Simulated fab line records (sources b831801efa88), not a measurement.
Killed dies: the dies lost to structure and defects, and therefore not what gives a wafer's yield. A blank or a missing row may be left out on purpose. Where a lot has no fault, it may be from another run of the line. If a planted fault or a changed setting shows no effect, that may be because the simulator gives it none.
What tool caused it? | flow sky130 | 36 wafers from 12 lots sampled at 5 of the route's 708 steps

== WHAT EACH GAUGE READ, for each wafer ==
Not one reading of a measure or inspect step in the record can be checked against a usual standard deviation.

== EACH LOT AND THE TOOL THAT RAN IT (in order: tool; ch and the chambers of the sampled wafers; start) ==
lot  | SKY_METAL3_SPUTTER_04       | SKY_METAL4_ETCH_17                | SKY_PAD_OPEN_ETCH_07              | SKY_PAD_OPEN_STRIP_08               | SKY_PAD_OPEN_PROBE_99
L222 | pvdSputter-03, day 36 05:34 | rieDiel-02 ch 0,2,3, day 41 18:49 | rieDiel-03 ch 0,1,3, day 45 15:13 | plasmaAsher-01 ch 0,1, day 45 15:19 | -
L225 | pvdSputter-03, day 36 19:05 | rieDiel-04 ch 0,1,2, day 42 06:23 | rieDiel-03 ch 0,1,2, day 46 00:18 | plasmaAsher-01 ch 0,1, day 46 00:25 | -
L223 | pvdSputter-01, day 36 20:46 | rieDiel-02 ch 0,3, day 42 06:58   | rieDiel-03 ch 0,2,3, day 46 02:13 | plasmaAsher-04 ch 0,1, day 46 02:20 | -
L224 | pvdSputter-04, day 37 00:46 | rieDiel-01 ch 1,2, day 42 11:59   | rieDiel-03 ch 0,3, day 46 05:36   | plasmaAsher-02 ch 0,1, day 46 05:43 | -
L226 | pvdSputter-03, day 37 05:43 | rieDiel-04 ch 0,1,2, day 42 16:47 | rieDiel-02 ch 0,1,2, day 46 11:34 | plasmaAsher-01 ch 1, day 46 11:40   | -
L227 | pvdSputter-03, day 37 08:41 | rieDiel-01 ch 1,2,3, day 43 02:17 | rieDiel-02 ch 1,2,3, day 46 20:04 | plasmaAsher-04 ch 0,1, day 46 20:11 | prober-01, day 46 22:23
L228 | pvdSputter-03, day 38 02:38 | rieDiel-01 ch 1,2,3, day 43 09:44 | rieDiel-02 ch 0,2,3, day 47 02:22 | plasmaAsher-01 ch 0,1, day 47 02:29 | prober-02, day 47 04:44
L238 | pvdSputter-01, day 41 08:16 | rieDiel-02 ch 0,2, day 46 03:29   | rieDiel-03 ch 0,1,2, day 49 09:45 | plasmaAsher-04 ch 0,1, day 49 09:52 | -
L240 | pvdSputter-01, day 41 15:47 | rieDiel-02 ch 0,2,3, day 46 11:29 | rieDiel-03 ch 0,1,3, day 49 17:04 | plasmaAsher-04 ch 0,1, day 49 17:10 | -
L241 | pvdSputter-01, day 41 22:44 | rieDiel-02 ch 0,2,3, day 46 17:32 | rieDiel-03 ch 0,2,3, day 49 22:22 | plasmaAsher-04 ch 1, day 49 22:28   | -
L242 | pvdSputter-01, day 42 14:47 | rieDiel-04 ch 0,1,3, day 47 07:28 | rieDiel-02 ch 2,3, day 50 10:22   | plasmaAsher-02 ch 0,1, day 50 10:28 | -
L244 | pvdSputter-01, day 42 22:12 | rieDiel-04 ch 1,2, day 47 13:59   | rieDiel-04 ch 0,1,2, day 50 16:13 | plasmaAsher-02 ch 0,1, day 50 16:22 | -
- SKY_METAL3_SPUTTER_04: material TiN, target thk 70 nm, time 58.3 s.
- SKY_METAL4_ETCH_17: etches SiO2 in C4F8/O2/Ar, stops on TiN, time 3.9 s, target depth 15 nm.
- SKY_PAD_OPEN_ETCH_07: etches the open film in CF4/O2, stops on AlCu, target depth 725 nm, time 161.1 s.
- SKY_PAD_OPEN_STRIP_08: strips in O2/N2.
- SKY_PAD_OPEN_PROBE_99

== AS READ BY THE TOOLS THEMSELVES (means over the sampled wafers that have a number; for cases with no such wafer, the mark the record gives instead) ==
SKY_METAL3_SPUTTER_04.
lot  | tool          | throttleValvePct (%)
L222 | pvdSputter-03 | 28.7
L225 | pvdSputter-03 | 28.8
L223 | pvdSputter-01 | 29.5
L224 | pvdSputter-04 | 29.0
L226 | pvdSputter-03 | 28.8
L227 | pvdSputter-03 | 28.7
L228 | pvdSputter-03 | 28.9
L238 | pvdSputter-01 | 29.5
L240 | pvdSputter-01 | 29.7
L241 | pvdSputter-01 | 29.7
L242 | pvdSputter-01 | 29.9
L244 | pvdSputter-01 | 29.5

SKY_METAL4_ETCH_17.
lot  | tool       | oesProductAu (a.u.)
L222 | rieDiel-02 | 0.757
L225 | rieDiel-04 | 0.749
L223 | rieDiel-02 | 0.745
L224 | rieDiel-01 | 0.758
L226 | rieDiel-04 | 0.761
L227 | rieDiel-01 | 0.751
L228 | rieDiel-01 | 0.749
L238 | rieDiel-02 | 0.764
L240 | rieDiel-02 | 0.752
L241 | rieDiel-02 | 0.764
L242 | rieDiel-04 | 0.747
L244 | rieDiel-04 | 0.767

SKY_PAD_OPEN_ETCH_07.
lot  | tool       | drypumpMotorCurrentA (A) | oesProductAu (a.u.) | throttleValvePct (%)
L222 | rieDiel-03 | 6.0                      | 0.984               | 5.967
L225 | rieDiel-03 | 6.1                      | 0.977               | 5.963
L223 | rieDiel-03 | 5.8                      | 0.985               | 5.959
L224 | rieDiel-03 | 5.6                      | 0.972               | 5.967
L226 | rieDiel-02 | 5.9                      | 0.974               | 5.964
L227 | rieDiel-02 | 5.7                      | 0.969               | 5.964
L228 | rieDiel-02 | 6.1                      | 0.973               | 5.966
L238 | rieDiel-03 | 6.1                      | 0.984               | 5.963
L240 | rieDiel-03 | 5.9                      | 0.974               | 5.968
L241 | rieDiel-03 | 5.8                      | 0.979               | 5.973
L242 | rieDiel-02 | 5.8                      | 0.979               | 5.961
L244 | rieDiel-04 | 6.3                      | 0.986               | 5.972

SKY_PAD_OPEN_STRIP_08.
lot  | tool           | drypumpMotorCurrentA (A) | o2FlowSccm (sccm) | oesProductAu (a.u.) | stripTimeToEndpointS (s)
L222 | plasmaAsher-01 | 5.7                      | 2997              | 0.664               | 37.03
L225 | plasmaAsher-01 | 5.3                      | 3003              | 0.660               | 36.92
L223 | plasmaAsher-04 | 5.9                      | 2994              | 0.661               | 37.11
L224 | plasmaAsher-02 | 5.4                      | 2993              | 0.662               | 37.02
L226 | plasmaAsher-01 | 6.2                      | 2997              | 0.664               | 37.14
L227 | plasmaAsher-04 | 6.0                      | 3002              | 0.664               | 37.12
L228 | plasmaAsher-01 | 5.3                      | 2996              | 0.669               | 37.16
L238 | plasmaAsher-04 | 5.9                      | 3007              | 0.667               | 37.14
L240 | plasmaAsher-04 | 5.9                      | 3001              | 0.662               | 37.07
L241 | plasmaAsher-04 | 6.0                      | 2993              | 0.661               | 37.29
L242 | plasmaAsher-02 | 5.3                      | 2996              | 0.664               | 36.92
L244 | plasmaAsher-02 | 5.3                      | 3002              | 0.665               | 37.16

SKY_PAD_OPEN_PROBE_99.
lot  | tool      | defectLimitedYield (%) | killed_at_M0_to_M3 | killed_at_M4_up | killedAtContacts | killedAtFrontEnd | killedAtOther | killedDies | killedOpen | killedShort | sort_bin_3_pad_short (%) | sort_bin_5_function (%) | sort_bin_6_memory (%) | sortNPass | sortYieldPct (%)
L227 | prober-01 | 71.5                   | 104                | 6.0             | 16               | 14               | 0.0           | 140        | 38         | 38          | 5.0                      | 17.2                    | 6.3                   | 352       | 71.5
L228 | prober-02 | 73.5                   | 91                 | 3.7             | 21               | 13               | 1.3           | 130        | 40         | 37          | 4.4                      | 15.2                    | 6.8                   | 362       | 73.5

== THE ANSWER, worked out from the rows above alone ==
Rule: usual is defined by the lots themselves. Put in order of their means at a reading, lots are off if they are a third of the lots or fewer, leave a main group of 4 or more, and stand apart from it by a gap of 3 or more times the standard deviation of the main group's means; of several such gaps the widest counts. Not used: any main group whose means are identical at the precision the tables above print for the reading. A lot without any number at a reading at which 4 lots or more have one is off too. Where the step has rows for the other lots, those lots are counted as sound. After the gauges, taken in route order, come the tools' own readings; for these a lot's mean is taken, as printed above. The first step at which some lot is off is used, and at that step the reading that is off furthest; a lot without a number counts as furthest.
Across all readings shown, no lot is off: no conclusion can be drawn from this.

== WHAT HAD BEEN PUT IN BY THE SIMULATOR ==
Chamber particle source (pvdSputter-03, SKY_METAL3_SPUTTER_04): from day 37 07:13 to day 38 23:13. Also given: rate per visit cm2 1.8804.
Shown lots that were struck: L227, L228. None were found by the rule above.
